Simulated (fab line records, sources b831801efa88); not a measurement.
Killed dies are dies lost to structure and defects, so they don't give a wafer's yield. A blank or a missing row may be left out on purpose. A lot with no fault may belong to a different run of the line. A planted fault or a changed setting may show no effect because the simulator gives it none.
fab line records    flow gf180mcu
[record] lots = 24  wafers = 72  last_day = 34
route steps=602 shown V1@352 V2@408 V3@431 V4@477 TOP_METAL@573
lots that met no fault: from a run of the same line without faults
start_h: start of the lot's first displayed wafer, in hours after the record's first day    wait_h: hours since the lot's step before    " the same as in the row above    L1.1+2: a row that stands for several wafers    - no value, or no start was given    * or withheld: withheld    < > ~ a bound
route shown NAME@n: names a module that has steps shown in the file, with the first one's number in the route    usual: mean and standard deviation over wafers with no fault    same: alike in all rows    chamber/n: place in a boat    sites: each site's reading    _std_site: the standard deviation of these    _edge_site: mean of outer sites minus mean of inner sites    radius_mm: how far each site lies from the wafer's centre    mask NAME#n: copy n    behind: the last tool/chamber to shape the wafer    hold: the reason the lot was held/the length of the hold in hours/how it ended    device: transistor that didn't switch, given as n, p or np    end of line: tests run on the same wafers once the route is complete    a step given without rows: its recipe and nothing more    killed: the dies lost at the first sort to structure and to defects; this is not the yield of the wafer    map: shows each die of a wafer: x if killed, . if not, _ if none is there
set.NAME: the setting that was run; set.NAME@STEP: the one run at that earlier step    model.NAME: the simulator's own value behind a step, which no gauge read
steps of the route over a sample of lots; a table a step, a row a wafer
services: from which hour (start_h, from the record's first day; less than 0 if before it) a tool's chamber was out of use, for how many hours, and why
[[steps]]
[step GF_V1_ETCH_17]
[recipe] chemistry = C4F8/O2/Ar  mask_material = KrF  target = SiO2  stop_on = TiN  source_w = 1500  bias_w = 1200  pressure_mtorr = 40  c4f8_flow_sccm = withheld  O2_flow_sccm = 6  Ar_flow_sccm = 300  time_s = withheld  target_depth_a = 6300
[usual] oes_product_au = 0.855/0.0044
lot.wafer  tool         chamber  start_h  wait_h  oes_product_au
L074.1     rie_diel-03  0        -        -       0.850
L074.2     "            2        "        "       0.851
L074.6     "            0        "        "       0.853
L075.3     rie_diel-03  1        -        -       0.860
L075.5     "            2        "        "       0.853
L075.6     "            1        "        "       0.858
L076.2     rie_diel-04  2        -        -       0.862
L076.3     "            0        "        "       0.864
L076.5     "            3        "        "       0.850
L077.3     rie_diel-03  1        -        -       0.857
L077.4     "            3        "        "       0.853
L077.5     "            0        "        "       0.862
L078.1     rie_diel-04  2        -        -       0.856
L078.3     "            3        "        "       0.856
L078.6     "            1        "        "       0.856
L079.1     rie_diel-01  3        -        -       0.845
L079.3     "            1        "        "       0.851
L079.4     "            0        "        "       0.850
L080.1     rie_diel-03  0        -        -       0.859
L080.2     "            1        "        "       0.856
L080.3     "            3        "        "       0.852
L081.1     rie_diel-01  0        -        -       0.852
L081.4     "            2        "        "       0.857
L081.6     "            2        "        "       0.853
L083.1     rie_diel-03  3        -        -       0.856
L083.5     "            3        "        "       0.855
L083.6     "            0        "        "       0.861
L082.2     rie_diel-03  0        -        -       0.851
L082.5     "            3        "        "       0.858
L082.6     "            0        "        "       0.852
L084.1     rie_diel-04  3        -        -       0.853
L084.5     "            0        "        "       0.856
L084.6     "            1        "        "       0.859
L085.1     rie_diel-01  1        -        -       0.850
L085.2     "            3        "        "       0.852
L085.4     "            1        "        "       0.861
L086.3     rie_diel-04  0        -        -       0.859
L086.5     "            3        "        "       0.851
L086.6     "            0        "        "       0.852
L087.1     rie_diel-01  3        -        -       0.856
L087.3     "            1        "        "       0.857
L087.4     "            3        "        "       0.851
L088.1     rie_diel-01  3        -        -       0.856
L088.2     "            1        "        "       0.858
L088.3     "            0        "        "       0.856
L089.2     rie_diel-01  0        -        -       0.850
L089.3     "            2        "        "       0.853
L089.5     "            0        "        "       0.854
L090.2     rie_diel-03  2        -        -       0.861
L090.3     "            3        "        "       0.858
L090.5     "            0        "        "       0.851
L091.2     rie_diel-01  3        -        -       0.853
L091.4     "            0        "        "       0.845
L091.5     "            3        "        "       0.854
L092.2     rie_diel-01  2        -        -       0.864
L092.3     "            3        "        "       0.863
L092.6     "            0        "        "       0.857
L093.1     rie_diel-01  3        -        -       0.847
L093.3     "            1        "        "       0.856
L093.4     "            2        "        "       0.863
L094.1     rie_diel-01  0        -        -       0.853
L094.4     "            0        "        "       0.848
L094.5     "            3        "        "       0.858
L095.1     rie_diel-03  1        -        -       0.860
L095.4     "            2        "        "       0.855
L095.6     "            3        "        "       0.860
L096.2     rie_diel-04  1        -        -       0.858
L096.4     "            3        "        "       0.856
L096.5     "            1        "        "       0.856
L097.2     rie_diel-04  0        -        -       0.863
L097.4     "            3        "        "       0.858
L097.5     "            2        "        "       0.860
[step GF_V2_CMP_26]
[recipe] stop_on = SiO2  down_force_psi = 3.5  platen_rpm = 60  t_overpolish_s = 15  target_thk_nm = 0  pad_velocity_m_s = 0.94248
[usual] motor_current_A = 11.0/0.93  overpolish_run_s = 15.000/0.0092  time_to_endpoint_s = 82.7/2.6
lot.wafer  tool    chamber  start_h  wait_h  motor_current_A  overpolish_run_s  time_to_endpoint_s
L074.2     cmp-01  1        460.44   0.0     10.7             14.988            82.3
L074.1     "       3        "        "       12.1             15.024            83.7
L074.6     "       1        "        "       11.0             15.014            85.1
L075.3     cmp-01  3        469.17   0.0     11.6             14.998            86.0
L075.6     "       3        "        "       12.7             15.002            80.4
L075.5     "       0        "        "       10.4             14.994            88.0
L076.3     cmp-01  1        476.02   0.1     10.6             15.005            81.1
L076.2     "       3        "        "       12.3             14.990            82.2
L076.5     "       0        "        "       10.0             15.001            87.3
L077.4     cmp-01  3        488.24   0.1     12.5             15.014            83.2
L077.3     "       1        "        "       11.1             15.007            84.5
L077.5     "       3        "        "       11.6             14.990            82.4
L078.3     cmp-01  0        497.59   0.0     10.3             14.978            86.5
L078.1     "       2        "        "       10.4             15.019            83.6
L078.6     "       0        "        "       10.3             15.015            84.7
L079.3     cmp-02  1        509.19   0.0     11.9             15.008            78.9
L079.4     "       2        "        "       12.0             15.002            79.0
L079.1     "       0        "        "       12.7             14.999            77.3
L080.1     cmp-01  2        519.24   0.1     10.1             15.011            79.3
L080.2     "       3        "        "       11.5             15.002            81.6
L080.3     "       1        "        "       10.9             14.991            81.0
L081.4     cmp-01  3        530.53   0.2     11.9             14.977            77.6
L081.1     "       2        "        "       10.0             14.985            80.4
L081.6     "       3        "        "       11.8             15.010            81.7
L083.1     cmp-01  2        540.19   0.1     10.0             15.006            81.9
L083.6     "       1        "        "       10.7             14.997            82.2
L083.5     "       2        "        "       10.4             15.001            82.5
L082.2     cmp-01  1        545.19   0.2     10.6             15.004            82.5
L082.6     "       2        "        "       9.9              14.998            79.1
L082.5     "       3        "        "       11.4             15.008            85.1
L084.1     cmp-01  1        563.56   0.1     10.9             15.005            80.3
L084.6     "       0        "        "       10.3             14.994            79.3
L084.5     "       1        "        "       10.7             14.997            78.8
L085.2     cmp-01  1        572.79   0.3     10.9             14.997            78.6
L085.4     "       2        "        "       10.1             15.005            80.7
L085.1     "       0        "        "       10.6             15.008            79.5
L086.3     cmp-01  0        575.18   0.2     9.6              14.999            84.8
L086.5     "       1        "        "       10.5             14.995            84.3
L086.6     "       2        "        "       10.1             15.011            83.0
L087.3     cmp-01  3        583.43   0.0     12.1             15.004            78.9
L087.1     "       0        "        "       10.4             14.990            83.0
L087.4     "       2        "        "       9.8              15.011            79.3
L088.1     cmp-02  0        590.99   0.1     11.9             14.994            84.5
L088.3     "       2        "        "       12.3             14.996            89.3
L088.2     "       3        "        "       13.3             15.001            83.9
L089.3     cmp-01  0        601.56   0.2     10.2             14.998            82.0
L089.2     "       2        "        "       9.7              14.994            81.2
L089.5     "       0        "        "       10.2             15.002            82.2
L090.2     cmp-01  0        606.14   0.0     9.8              14.998            80.0
L090.3     "       1        "        "       10.8             14.993            79.8
L090.5     "       0        "        "       10.1             15.002            81.0
L091.4     cmp-01  2        607.27   0.0     10.1             15.001            84.9
L091.2     "       0        "        "       10.2             15.007            85.3
L091.5     "       2        "        "       10.1             14.995            84.0
L092.3     cmp-01  0        616.09   0.0     10.4             15.000            83.7
L092.2     "       1        "        "       10.9             15.005            82.4
L092.6     "       1        "        "       10.4             15.004            83.4
L093.1     cmp-02  0        618.94   0.1     11.5             15.003            79.4
L093.3     "       1        "        "       11.5             14.985            85.3
L093.4     "       2        "        "       12.9             14.993            84.3
L094.1     cmp-02  0        633.47   0.1     12.2             14.997            79.5
L094.4     "       1        "        "       11.4             15.014            84.4
L094.5     "       0        "        "       12.9             15.003            78.3
L095.1     cmp-01  3        635.21   0.1     11.6             15.008            81.8
L095.4     "       1        "        "       10.6             15.000            85.5
L095.6     "       2        "        "       10.3             15.013            83.5
L096.2     cmp-01  3        640.35   0.0     11.9             15.007            82.1
L096.4     "       0        "        "       10.0             14.990            85.1
L096.5     "       3        "        "       11.5             15.016            84.3
L097.2     cmp-01  3        648.63   0.0     11.5             14.995            85.9
L097.4     "       0        "        "       10.3             15.008            88.6
L097.5     "       3        "        "       12.0             15.006            86.6
[step GF_V3_CVD_02]
[recipe] material = SiO2  target_thk_nm = 850  precursor = TEOS  temp_c = 400  time_s = 94.851  rf_w = 600
[usual] heater_power_w = 732/84
lot.wafer  tool      chamber  start_h  wait_h  heater_power_w
L074.1     pecvd-04  2        486.05   0.1     774
L074.2     "         1        "        "       705
L074.6     "         0        "        "       649
L075.3     pecvd-01  2        494.38   0.0     936
L075.5     "         0        "        "       821
L075.6     "         1        "        "       764
L076.2     pecvd-04  1        501.05   0.0     776
L076.3     "         2        "        "       771
L076.5     "         2        "        "       648
L077.3     pecvd-02  1        513.25   0.0     619
L077.4     "         1        "        "       649
L077.5     "         2        "        "       672
L078.1     pecvd-01  0        522.31   0.1     730
L078.3     "         2        "        "       827
L078.6     "         0        "        "       797
L079.1     pecvd-04  1        534.13   0.1     777
L079.3     "         2        "        "       665
L079.4     "         2        "        "       749
L080.1     pecvd-04  1        543.07   0.1     651
L080.2     "         0        "        "       688
L080.3     "         2        "        "       791
L081.1     pecvd-04  0        554.38   0.1     682
L081.4     "         0        "        "       723
L081.6     "         2        "        "       640
L083.1     pecvd-01  0        564.05   0.1     899
L083.5     "         2        "        "       898
L083.6     "         0        "        "       731
L082.2     pecvd-02  0        568.47   0.0     725
L082.5     "         1        "        "       665
L082.6     "         0        "        "       756
L084.1     pecvd-04  1        586.36   0.1     639
L084.5     "         1        "        "       735
L084.6     "         0        "        "       686
L085.1     pecvd-04  0        596.36   0.1     659
L085.2     "         1        "        "       741
L085.4     "         2        "        "       762
L086.3     pecvd-04  0        597.31   0.0     610
L086.5     "         1        "        "       791
L086.6     "         0        "        "       673
L087.1     pecvd-02  0        605.55   0.1     679
L087.3     "         1        "        "       678
L087.4     "         1        "        "       699
L088.1     pecvd-04  2        613.57   0.1     792
L088.2     "         1        "        "       754
L088.3     "         0        "        "       625
L089.2     pecvd-02  0        623.12   0.0     701
L089.3     "         2        "        "       830
L089.5     "         0        "        "       727
L090.2     pecvd-04  1        628.67   0.0     746
L090.3     "         2        "        "       807
L090.5     "         0        "        "       703
L091.2     pecvd-02  1        629.21   0.0     635
L091.4     "         1        "        "       676
L091.5     "         0        "        "       603
L092.2     pecvd-01  1        638.17   0.0     674
L092.3     "         0        "        "       869
L092.6     "         2        "        "       756
L093.1     pecvd-01  1        640.74   0.1     732
L093.3     "         0        "        "       913
L093.4     "         0        "        "       734
L094.1     pecvd-02  0        655.11   0.1     662
L094.4     "         0        "        "       690
L094.5     "         2        "        "       803
L095.1     pecvd-01  1        656.62   0.1     765
L095.4     "         1        "        "       621
L095.6     "         0        "        "       894
L096.2     pecvd-01  2        661.56   0.0     895
L096.4     "         2        "        "       936
L096.5     "         0        "        "       888
L097.2     pecvd-02  0        669.21   0.0     653
L097.4     "         2        "        "       764
L097.5     "         1        "        "       648
[step GF_V4_THK_MEAS_01]
[recipe] reads = SiO2_of_V4_CVD_00
[usual] V4_CVD_00_THK = 599/6.4
lot.wafer  tool           chamber  start_h  wait_h  V4_CVD_00_THK[nm]
L074.1     film_metro-01  -        536.45   0.0     604
L074.2     "              -        "        "       598
L074.6     "              -        "        "       592
L075.3     film_metro-04  -        543.38   0.1     605
L075.5     "              -        "        "       602
L075.6     "              -        "        "       591
L076.2     film_metro-04  -        550.23   0.0     603
L076.3     "              -        "        "       601
L076.5     "              -        "        "       601
L077.3     film_metro-04  -        562.52   0.1     601
L077.4     "              -        "        "       598
L077.5     "              -        "        "       599
L078.1     film_metro-04  -        570.22   0.0     604
L078.3     "              -        "        "       598
L078.6     "              -        "        "       601
L079.1     film_metro-03  -        580.96   0.0     587
L079.3     "              -        "        "       595
L079.4     "              -        "        "       583
L080.1     film_metro-03  -        590.09   0.0     602
L080.2     "              -        "        "       600
L080.3     "              -        "        "       589
L081.1     film_metro-04  -        601.07   0.0     593
L081.4     "              -        "        "       604
L081.6     "              -        "        "       602
L083.1     film_metro-04  -        610.48   0.0     600
L083.5     "              -        "        "       602
L083.6     "              -        "        "       605
L082.2     film_metro-03  -        614.45   0.0     604
L082.5     "              -        "        "       602
L082.6     "              -        "        "       606
L084.1     film_metro-03  -        631.06   0.0     594
L084.5     "              -        "        "       604
L084.6     "              -        "        "       594
L085.1     film_metro-03  -        640.50   0.0     597
L085.2     "              -        "        "       583
L085.4     "              -        "        "       582
L086.3     film_metro-03  -        641.62   0.1     581
L086.5     "              -        "        "       591
L086.6     "              -        "        "       602
L087.1     film_metro-01  -        649.81   0.0     611
L087.3     "              -        "        "       606
L087.4     "              -        "        "       612
L088.1     film_metro-01  -        657.08   0.0     587
L088.2     "              -        "        "       594
L088.3     "              -        "        "       594
L089.2     film_metro-01  -        665.82   0.0     607
L089.3     "              -        "        "       596
L089.5     "              -        "        "       612
L090.2     film_metro-03  -        670.68   0.1     598
L090.3     "              -        "        "       598
L090.5     "              -        "        "       594
L091.2     film_metro-03  -        671.29   0.0     613
L091.4     "              -        "        "       597
L091.5     "              -        "        "       603
L092.2     film_metro-04  -        680.31   0.0     605
L092.3     "              -        "        "       593
L092.6     "              -        "        "       589
L093.1     film_metro-01  -        683.05   0.0     597
L093.3     "              -        "        "       607
L093.4     "              -        "        "       602
L094.1     film_metro-03  -        695.75   0.1     600
L094.4     "              -        "        "       586
L094.5     "              -        "        "       604
L095.1     film_metro-01  -        697.98   0.1     600
L095.4     "              -        "        "       597
L095.6     "              -        "        "       599
L096.2     film_metro-04  -        701.88   0.1     590
L096.4     "              -        "        "       596
L096.5     "              -        "        "       591
L097.2     film_metro-03  -        708.18   0.0     608
L097.4     "              -        "        "       597
L097.5     "              -        "        "       591
[step GF_V4_OVL_MEAS_15]
[usual] V4_OVL = 2/5.9
lot.wafer  tool        chamber  start_h  wait_h  V4_OVL[nm]
L074.1     overlay-01  -        559.71   0.1     2
L074.2     "           -        "        "       4
L074.6     "           -        "        "       3
L075.3     overlay-02  -        566.54   0.1     8
L075.5     "           -        "        "       7
L075.6     "           -        "        "       0
L076.2     overlay-01  -        572.99   0.1     3
L076.3     "           -        "        "       6
L076.5     "           -        "        "       6
L077.3     overlay-01  -        585.16   0.1     10
L077.4     "           -        "        "       3
L077.5     "           -        "        "       11
L078.1     overlay-02  -        592.70   0.1     5
L078.3     "           -        "        "       17
L078.6     "           -        "        "       -3
L079.1     overlay-01  -        602.48   0.1     1
L079.3     "           -        "        "       5
L079.4     "           -        "        "       6
L080.1     overlay-01  -        611.18   0.1     10
L080.2     "           -        "        "       10
L080.3     "           -        "        "       14
L081.1     overlay-02  -        621.20   0.1     -3
L081.4     "           -        "        "       -4
L081.6     "           -        "        "       -5
L083.1     overlay-01  -        631.35   0.1     4
L083.5     "           -        "        "       5
L083.6     "           -        "        "       1
L082.2     overlay-02  -        636.14   0.1     10
L082.5     "           -        "        "       -1
L082.6     "           -        "        "       6
L084.1     overlay-01  -        651.50   0.1     -2
L084.5     "           -        "        "       4
L084.6     "           -        "        "       -4
L085.1     overlay-02  -        660.63   0.1     -6
L085.2     "           -        "        "       -3
L085.4     "           -        "        "       2
L086.3     overlay-02  -        661.91   0.1     0
L086.5     "           -        "        "       5
L086.6     "           -        "        "       7
L087.1     overlay-01  -        669.85   0.1     -6
L087.3     "           -        "        "       -2
L087.4     "           -        "        "       -17
L088.1     overlay-01  -        677.20   0.1     6
L088.2     "           -        "        "       7
L088.3     "           -        "        "       12
L089.2     overlay-02  -        685.51   0.1     7
L089.3     "           -        "        "       11
L089.5     "           -        "        "       12
L090.2     overlay-01  -        690.04   0.1     3
L090.3     "           -        "        "       0
L090.5     "           -        "        "       0
L091.2     overlay-02  -        690.39   0.1     -4
L091.4     "           -        "        "       -11
L091.5     "           -        "        "       -14
L092.2     overlay-01  -        699.84   0.1     1
L092.3     "           -        "        "       -2
L092.6     "           -        "        "       -5
L093.1     overlay-01  -        701.90   0.1     -6
L093.3     "           -        "        "       -2
L093.4     "           -        "        "       -6
L094.1     overlay-02  -        714.40   0.1     4
L094.4     "           -        "        "       3
L094.5     "           -        "        "       -6
L095.1     overlay-01  -        716.63   0.1     -3
L095.4     "           -        "        "       -3
L095.6     "           -        "        "       -10
L096.2     overlay-02  -        720.86   0.1     6
L096.4     "           -        "        "       5
L096.5     "           -        "        "       3
L097.2     overlay-01  -        726.86   0.1     -1
L097.4     "           -        "        "       10
L097.5     "           -        "        "       -2
[step GF_TOP_METAL_THK_MEAS_06]
[recipe] thk_meas_gauge = xrf  reads = AlCu_of_TOP_METAL_SPUTTER_02
[usual] TOP_METAL_ALCU_THK = 918/12
lot.wafer  tool           chamber  start_h  wait_h  TOP_METAL_ALCU_THK[nm]
L074.1     film_metro-03  -        629.75   0.1     936
L074.2     "              -        "        "       912
L074.6     "              -        "        "       930
L075.3     film_metro-03  -        635.21   0.1     922
L075.5     "              -        "        "       922
L075.6     "              -        "        "       899
L076.2     film_metro-01  -        640.51   0.1     940
L076.3     "              -        "        "       927
L076.5     "              -        "        "       917
L077.3     film_metro-03  -        653.19   0.1     922
L077.4     "              -        "        "       918
L077.5     "              -        "        "       927
L078.1     film_metro-03  -        659.46   0.1     909
L078.3     "              -        "        "       917
L078.6     "              -        "        "       896
L079.1     film_metro-03  -        668.10   0.1     908
L079.3     "              -        "        "       908
L079.4     "              -        "        "       916
L080.1     film_metro-02  -        677.01   0.1     890
L080.2     "              -        "        "       910
L080.3     "              -        "        "       897
L081.1     film_metro-02  -        686.53   0.1     917
L081.4     "              -        "        "       912
L081.6     "              -        "        "       931
L083.1     film_metro-01  -        693.66   0.1     933
L083.5     "              -        "        "       926
L083.6     "              -        "        "       915
L082.2     film_metro-03  -        699.12   0.1     918
L082.5     "              -        "        "       934
L082.6     "              -        "        "       929
L084.1     film_metro-02  -        712.61   0.1     885
L084.5     "              -        "        "       914
L084.6     "              -        "        "       907
L086.3     film_metro-02  -        722.50   0.1     921
L086.5     "              -        "        "       921
L086.6     "              -        "        "       907
L085.1     film_metro-03  -        722.50   0.1     926
L085.2     "              -        "        "       934
L085.4     "              -        "        "       917
L087.1     film_metro-03  -        730.90   0.1     910
L087.3     "              -        "        "       929
L087.4     "              -        "        "       935
L088.1     film_metro-01  -        736.78   0.1     923
L088.2     "              -        "        "       938
L088.3     "              -        "        "       944
L089.2     film_metro-01  -        744.67   0.1     909
L089.3     "              -        "        "       916
L089.5     "              -        "        "       909
L090.2     film_metro-02  -        748.59   0.1     909
L090.3     "              -        "        "       915
L090.5     "              -        "        "       899
L091.2     film_metro-01  -        749.86   0.1     930
L091.4     "              -        "        "       945
L091.5     "              -        "        "       951
L092.2     film_metro-01  -        758.34   0.1     909
L092.3     "              -        "        "       918
L092.6     "              -        "        "       922
L093.1     film_metro-03  -        759.95   0.1     907
L093.3     "              -        "        "       909
L093.4     "              -        "        "       918
L094.1     film_metro-03  -        771.47   0.1     923
L094.4     "              -        "        "       920
L094.5     "              -        "        "       934
L095.1     film_metro-02  -        773.23   0.1     905
L095.4     "              -        "        "       904
L095.6     "              -        "        "       899
L096.2     film_metro-01  -        777.41   0.1     924
L096.4     "              -        "        "       921
L096.5     "              -        "        "       928
L097.2     film_metro-03  -        781.65   0.1     923
L097.4     "              -        "        "       919
L097.5     "              -        "        "       924
[[services]]
tool         chamber  start_h  hours  kind
pecvd-04     2        384.51   4.2    repair
rie_diel-03  -        386.72   5.6    repair
rie_diel-03  0        387.51   6.6    repair
cmp-01       -        390.64   2.6    repair
pecvd-02     -        396.28   2.8    pm
pecvd-04     2        398.19   1.7    repair
cmp-01       -        404.00   4.0    pm
rie_diel-03  1        406.05   5.9    repair
pecvd-04     0        419.64   5.7    repair
pecvd-04     -        454.44   0.9    repair
pecvd-02     0        456.73   27.0   repair
rie_diel-01  3        460.03   15.6   repair
rie_diel-03  3        471.06   8.6    repair
rie_diel-03  1        501.32   5.1    repair
pecvd-04     2        512.82   5.7    repair
pecvd-02     -        531.48   2.8    repair
pecvd-02     1        535.08   22.9   repair
cmp-01       -        540.44   3.9    pm
rie_diel-03  -        544.86   2.8    pm
cmp-01       -        555.30   1.2    repair
rie_diel-03  0        562.73   1.8    repair
rie_diel-01  1        587.65   4.0    repair
pecvd-02     -        591.12   14.0   pm
rie_diel-01  3        617.33   9.6    repair
[[key]]
fault none
